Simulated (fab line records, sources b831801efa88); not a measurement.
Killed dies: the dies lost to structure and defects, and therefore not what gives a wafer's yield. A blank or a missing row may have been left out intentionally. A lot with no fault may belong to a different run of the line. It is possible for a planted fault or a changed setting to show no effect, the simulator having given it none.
fab line records    flow sfq_line
record: lots: 11  wafers: 33  last_day: 92
route steps=325 shown M2@89 I7@296 M8@325
lots that met no fault: taken from a fault-free run of the same line
start_h: hours from the record's opening day to when the first of the lot's shown wafers began    wait_h: time in hours since the lot's previous step    " repeats the value in the row above    L1.1+2: a single row standing in for several wafers    - no value present, or no start provided    * or withheld: withheld    < > ~ a bound
route shown NAME@n: NAME is a module with steps in the file, n the number in the route of the first one    usual: mean and standard deviation over wafers with no fault    same: alike in all rows    chamber/n: place in a boat    sites: the reading at each site    _std_site: standard deviation across them    _edge_site: inner sites' mean taken away from outer sites' mean    radius_mm: how far each site lies from the wafer's centre    mask NAME#n: copy n    behind: the last tool/chamber to shape the wafer    hold: cause of the lot's hold/its duration in hours/its outcome    device: names the non-switching transistor (n, p or np)    end of line: at the end of the route, the tests of the same wafers    a step without rows: its recipe alone    killed: count of dies lost to structure and defects at first sort (not the wafer's yield)    map: the dies of a wafer, with x for killed, . for not killed, _ for no die there
set.NAME: the setting that was run; set.NAME@STEP: the one run at that earlier step    model.NAME: the simulator's own value behind a step, which no gauge read
the route's steps for a sample of lots (tables are steps, rows are wafers)
services: a tool's chamber out of use, with start hour (start_h, from the record's first day; less than 0 if before it), hours out, and reason
== steps ==
step: SFQ_TRILAYER_M2_DEP_SPUTTER_055
recipe: material: Nb  base_pressure_pa: 1.33e-06  chamber_pressure_pa: 0.1333  substrate_temp_c: 20  resputter_cathode_voltage_v: 400  target_thk_nm: 200  power_w: 2000  time_s: 133.3
usual: chamber_pressure_pa: 0.13329/0.00026  throttle_valve_pct: 29.9/1
lot.wafer  tool            chamber  start_h  wait_h  chamber_pressure_pa  throttle_valve_pct
L907.4     pvd_sputter-04  -        596.43   0.0     0.13332              27.5
L907.5     "               -        "        "       0.1334               30.2
L907.6     "               -        "        "       0.13313              27.6
L908.1     pvd_sputter-03  -        598.23   0.0     0.13324              29.6
L908.2     "               -        "        "       0.13323              28.2
L908.5     "               -        "        "       0.13314              29.4
L911.1     pvd_sputter-06  -        633.17   0.0     0.13322              30.1
L911.4     "               -        "        "       0.13314              29.4
L911.5     "               -        "        "       0.13334              31.4
L916.4     pvd_sputter-06  -        676.60   0.0     0.13302              30.7
L916.5     "               -        "        "       0.1333               29.4
L916.6     "               -        "        "       0.13323              31.3
L918.1     pvd_sputter-03  -        695.80   0.0     0.13317              28.1
L918.3     "               -        "        "       0.13315              30.4
L918.4     "               -        "        "       0.13282              29.4
L921.2     pvd_sputter-03  -        727.67   0.0     0.13364              30.4
L921.3     "               -        "        "       0.13303              29.5
L921.5     "               -        "        "       0.1334               30.7
L923.1     pvd_sputter-04  -        742.15   0.0     0.13395              30.4
L923.5     "               -        "        "       0.1334               30.3
L923.6     "               -        "        "       0.1336               29.7
L924.1     pvd_sputter-03  -        749.27   0.0     0.1332               29.6
L924.2     "               -        "        "       0.13312              30.7
L924.5     "               -        "        "       0.1332               28.2
L925.3     pvd_sputter-03  -        794.87   0.0     0.13303              30.9
L925.4     "               -        "        "       0.13324              29.8
L925.5     "               -        "        "       0.13344              29.4
L928.3     pvd_sputter-04  -        936.94   0.0     0.13339              30.1
L928.5     "               -        "        "       0.1334               30.3
L928.6     "               -        "        "       0.13292              29.9
L929.1     pvd_sputter-04  -        946.54   0.0     0.13335              27.3
L929.2     "               -        "        "       0.13288              30.3
L929.6     "               -        "        "       0.13334              27.4
step: SFQ_M2_RS_MEAS_914
recipe: thk_meas_gauge: four-point-probe  reads: Nb_of_TRILAYER_M2_DEP_SPUTTER_055
usual: M2_NB_RS: 0.893/0.0095
lot.wafer  tool           chamber  start_h  wait_h  M2_NB_RS[ohm/sq]
L907.4     film_metro-01  -        596.58   0.1     0.885
L907.5     "              -        "        "       0.881
L907.6     "              -        "        "       0.879
L908.1     film_metro-01  -        598.32   0.0     0.887
L908.2     "              -        "        "       0.898
L908.5     "              -        "        "       0.880
L911.1     film_metro-04  -        633.26   0.0     0.904
L911.4     "              -        "        "       0.880
L911.5     "              -        "        "       0.895
L916.4     film_metro-03  -        676.75   0.1     0.886
L916.5     "              -        "        "       0.871
L916.6     "              -        "        "       1.067
L918.1     film_metro-04  -        695.89   0.0     0.893
L918.3     "              -        "        "       0.903
L918.4     "              -        "        "       0.883
L921.2     film_metro-03  -        727.78   0.1     0.911
L921.3     "              -        "        "       0.897
L921.5     "              -        "        "       0.907
L923.1     film_metro-03  -        742.24   0.0     0.901
L923.5     "              -        "        "       0.899
L923.6     "              -        "        "       0.897
L924.1     film_metro-03  -        749.36   0.0     0.895
L924.2     "              -        "        "       0.905
L924.5     "              -        "        "       0.907
L925.3     film_metro-01  -        795.00   0.1     0.899
L925.4     "              -        "        "       0.878
L925.5     "              -        "        "       0.886
L928.3     film_metro-03  -        937.07   0.1     0.895
L928.5     "              -        "        "       0.902
L928.6     "              -        "        "       0.889
L929.1     film_metro-01  -        946.63   0.0     0.874
L929.2     "              -        "        "       0.894
L929.6     "              -        "        "       0.873
step: SFQ_TRILAYER_M2_ETCH_METAL_ETCH_060
recipe: target: Nb  stop_on: SiO2  mask_material: PR  chemistry: Cl2/Ar  target_depth_nm: 240  icp_w: 600  bias_w: 80  pressure_mtorr: 10  time_s: 120
usual: bias_w: 79.97/0.24  drypump_motor_current_A: 5.7/0.41  oes_product_au: 0.894/0.0071
lot.wafer  tool          chamber  start_h  wait_h  bias_w  drypump_motor_current_A  oes_product_au  rf_hours_counter_h
L907.4     rie_metal-02  1        750.82   0.1     80.18   6.3                      0.910           -
L907.5     "             1        "        "       80.05   6.3                      0.898           -
L907.6     "             0        "        "       79.82   5.6                      0.894           -
L908.1     rie_metal-03  1        754.37   0.0     80.14   5.2                      0.890           102
L908.2     "             0        "        "       80.02   5.9                      0.890           123
L908.5     "             0        "        "       80.08   6.0                      0.900           -
L911.1     rie_metal-03  0        789.17   0.0     80.14   5.9                      0.889           127
L911.4     "             0        "        "       80.54   5.9                      0.903           -
L911.5     "             0        "        "       80.33   5.9                      0.882           -
L916.4     rie_metal-03  1        838.79   0.1     80.01   5.2                      0.895           -
L916.5     "             1        "        "       80.15   5.2                      0.911           -
L916.6     "             0        "        "       79.99   5.9                      0.824           -
L918.1     rie_metal-01  0        855.55   0.0     79.81   5.3                      0.887           77
L918.3     "             0        "        "       79.99   5.3                      0.879           -
L918.4     "             1        "        "       79.89   6.0                      0.902           -
L921.2     rie_metal-02  1        891.25   0.0     80.24   6.3                      0.880           44
L921.3     "             0        "        "       80.07   5.5                      0.888           -
L921.5     "             0        "        "       80.34   5.6                      0.884           -
L923.1     rie_metal-03  1        901.25   0.0     80.19   5.2                      0.884           126
L923.5     "             0        "        "       79.79   5.9                      0.889           -
L923.6     "             1        "        "       80.08   5.2                      0.897           -
L924.1     rie_metal-03  0        910.85   0.0     79.69   5.9                      0.892           147
L924.2     "             1        "        "       80.01   5.2                      0.883           127
L924.5     "             0        "        "       79.81   5.9                      0.885           -
L925.3     rie_metal-01  1        943.29   0.1     79.94   6.0                      0.887           -
L925.4     "             0        "        "       80.38   5.3                      0.904           -
L925.5     "             1        "        "       79.94   6.0                      0.899           -
L928.3     rie_metal-01  0        1079.39  0.1     80.02   5.3                      0.885           -
L928.5     "             0        "        "       80.08   5.3                      0.892           -
L928.6     "             1        "        "       80.04   6.0                      0.897           -
L929.1     rie_metal-02  1        1088.95  0.0     80.12   6.3                      0.902           66
L929.2     "             0        "        "       79.95   5.5                      0.897           42
L929.6     "             0        "        "       79.95   5.5                      0.910           -
step: SFQ_TRILAYER_I7_DEP_PECVD_183
recipe: material: SiO2  temp_c: 150  time_s: 111.11  pressure_torr: 2.4  rf_w: 183.3  precursor: SiH4/N2O  target_thk_nm: 500
usual: heater_power_w: 74/10  throttle_valve_pct: 24.3/1.5
lot.wafer  tool      chamber  start_h  wait_h  heater_power_w  throttle_valve_pct
L907.4     pecvd-02  2        1743.81  0.0     69              23.3
L907.5     "         1        "        "       63              22.8
L907.6     "         0        "        "       79              22.8
L908.1     pecvd-02  1        1828.64  0.0     63              22.8
L908.2     "         2        "        "       64              23.4
L908.5     "         2        "        "       67              23.2
L911.1     pecvd-02  2        1916.18  0.0     69              23.6
L911.4     "         2        "        "       56              23.2
L911.5     "         2        "        "       60              23.2
L916.4     pecvd-02  1        2020.49  0.0     59              23.2
L916.5     "         0        "        "       87              23.9
L916.6     "         1        "        "       61              23.6
L918.1     pecvd-01  1        2081.82  0.0     66              25.2
L918.3     "         0        "        "       81              25.5
L918.4     "         1        "        "       68              25.1
L921.2     pecvd-04  2        2092.48  0.0     74              22.2
L921.3     "         0        "        "       67              22.5
L921.5     "         0        "        "       69              23.0
L923.1     pecvd-04  2        2097.87  0.0     76              22.4
L923.5     "         2        "        "       76              22.4
L923.6     "         0        "        "       68              23.0
L924.1     pecvd-01  1        2100.09  0.0     69              25.4
L924.2     "         2        "        "       81              26.8
L924.5     "         2        "        "       84              26.9
L925.3     pecvd-04  0        2101.29  0.0     71              22.8
L925.4     "         2        "        "       72              22.4
L925.5     "         0        "        "       56              23.0
L928.3     pecvd-01  2        2113.29  0.0     88              26.9
L928.5     "         2        "        "       74              26.9
L928.6     "         1        "        "       76              25.2
L929.1     pecvd-04  0        2115.71  0.0     64              22.7
L929.2     "         2        "        "       77              22.6
L929.6     "         0        "        "       67              22.7
step: SFQ_TRILAYER_I7_VIA_STRIP_STRIP_191
recipe: gas: O2  power_w: 200  platen_temp_c: 40  overash_fraction: 0.65  chemistry: O2  pressure_mtorr: 50
usual: drypump_motor_current_A: 5.48/0.29  oes_product_au: 0.999/0.011
lot.wafer  tool          chamber  start_h  wait_h  drypump_motor_current_A  oes_product_au  rf_hours_counter_h
L907.4     rie_metal-01  1        1751.46  -       6.01                     0.995           -
L907.5     "             0        "        "       5.28                     0.991           -
L907.6     "             1        "        "       5.99                     1.000           -
L908.1     rie_metal-04  0        1840.85  -       5.42                     1.008           43
L908.2     "             0        "        "       5.43                     1.009           -
L908.5     "             0        "        "       5.39                     1.017           -
L911.1     rie_metal-04  1        1940.12  -       5.51                     0.998           19
L911.4     "             1        "        "       5.50                     1.000           -
L911.5     "             0        "        "       5.41                     1.003           -
L916.4     rie_metal-03  0        2113.89  -       5.94                     1.009           -
L916.5     "             0        "        "       5.92                     0.998           -
L916.6     "             1        "        "       5.17                     0.988           -
L918.1     rie_metal-03  0        2174.89  -       5.92                     1.006           31
L918.3     "             1        "        "       5.15                     1.002           -
L918.4     "             0        "        "       5.94                     0.998           -
L921.2     rie_metal-03  0        2188.21  -       5.91                     1.003           32
L921.3     "             0        "        "       5.93                     1.011           -
L921.5     "             0        "        "       5.92                     1.014           -
L923.1     rie_metal-03  0        2191.81  -       5.93                     1.013           32
L923.5     "             0        "        "       5.94                     1.012           -
L923.6     "             1        "        "       5.17                     0.999           -
L924.1     rie_metal-04  1        2194.21  -       5.48                     1.004           47
L924.2     "             0        "        "       5.39                     0.998           91
L924.5     "             1        "        "       5.50                     0.996           -
L925.3     rie_metal-03  1        2196.81  -       5.17                     0.991           -
L925.4     "             0        "        "       5.96                     1.005           -
L925.5     "             0        "        "       5.96                     0.994           -
L928.3     rie_metal-01  0        2203.01  -       5.27                     0.972           -
L928.5     "             0        "        "       5.28                     0.979           -
L928.6     "             0        "        "       5.27                     0.980           -
L929.1     rie_metal-04  0        2205.01  -       5.38                     0.996           92
L929.2     "             1        "        "       5.46                     0.993           48
L929.6     "             1        "        "       5.48                     1.020           -
step: SFQ_M8_BOW_MEAS_951
recipe: mode: bow
usual: M8_BOW: 8/8.1
lot.wafer  tool           chamber  start_h  wait_h  M8_BOW[um]
L907.4     film_metro-02  -        1756.04  0.1     27
L907.5     "              -        "        "       21
L907.6     "              -        "        "       20
L908.1     film_metro-02  -        1847.91  0.0     7
L908.2     "              -        "        "       5
L908.5     "              -        "        "       6
L911.1     film_metro-04  -        1945.86  0.0     23
L911.4     "              -        "        "       17
L911.5     "              -        "        "       28
L916.4     film_metro-01  -        2118.45  0.1     15
L916.5     "              -        "        "       18
L916.6     "              -        "        "       10
L918.1     film_metro-04  -        2179.59  0.0     -7
L918.3     "              -        "        "       1
L918.4     "              -        "        "       1
L921.2     film_metro-04  -        2193.11  0.0     10
L921.3     "              -        "        "       10
L921.5     "              -        "        "       22
L923.1     film_metro-01  -        2196.97  0.0     12
L923.5     "              -        "        "       7
L923.6     "              -        "        "       0
L924.1     film_metro-02  -        2199.37  0.0     7
L924.2     "              -        "        "       -7
L924.5     "              -        "        "       0
L925.3     film_metro-04  -        2201.35  0.0     6
L925.4     "              -        "        "       1
L925.5     "              -        "        "       15
L928.3     film_metro-04  -        2208.70  0.0     0
L928.5     "              -        "        "       13
L928.6     "              -        "        "       0
L929.1     film_metro-04  -        2209.86  0.0     -1
L929.2     "              -        "        "       -6
L929.6     "              -        "        "       1
== services ==
tool            chamber  start_h  hours  kind
pvd_sputter-03  -        645.32   2.3    repair
rie_metal-03    1        719.63   14.9   repair
rie_metal-03    0        765.70   5.8    repair
pvd_sputter-03  -        830.92   2.0    repair
rie_metal-01    -        883.20   14.6   pm
rie_metal-03    0        924.03   11.3   repair
rie_metal-01    -        1036.86  0.3    repair
rie_metal-01    -        1037.41  2.8    pm
rie_metal-01    1        1085.12  9.8    repair
rie_metal-03    -        1093.07  14.6   pm
rie_metal-03    1        1124.12  4.2    repair
rie_metal-03    -        1134.75  4.3    pm
pvd_sputter-03  -        1154.93  1.0    repair
rie_metal-03    1        1228.27  13.3   repair
rie_metal-03    -        1257.21  0.5    repair
rie_metal-03    0        1276.30  8.4    repair
rie_metal-03    1        1430.64  24.1   repair
rie_metal-03    -        1447.47  2.8    pm
rie_metal-03    -        1600.04  2.0    repair
rie_metal-03    -        1622.14  0.2    repair
rie_metal-03    0        1786.01  32.8   repair
rie_metal-03    -        1885.53  0.5    repair
rie_metal-03    -        2116.05  0.8    repair
rie_metal-03    -        2153.70  1.4    pm
== key ==
first_sign: step: SFQ_M2_RS_MEAS_914  reading: M2_NB_RS  direction: up  sigmas: 18  usual: 0.893  struck: 1.067
effect: step: SFQ_TRILAYER_M2_ETCH_METAL_ETCH_060  reading: oes_product_au  direction: down  sigmas: 9.9  usual: 0.894  struck: 0.824
met_at SFQ_TRILAYER_M2_DEP_SPUTTER_055
struck_lots L916
struck_wafers L916.6
not_acting_at SFQ_TRILAYER_I7_DEP_PECVD_183,SFQ_TRILAYER_I7_VIA_STRIP_STRIP_191,SFQ_M8_BOW_MEAS_951
onset_between 633.17 676.60
fault: kind: site_profile_drift  tool: pvd_sputter-06  chamber: -  onset_h: 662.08  steps: SFQ_TRILAYER_M2_DEP_SPUTTER_055  basis: fraction  max_abs_drift: 0.32859  slope_share_per_hr: 73.021  site_pattern: 0,0,0,0,0,-1,-1,-1,-1  scope: struck_wafers_only
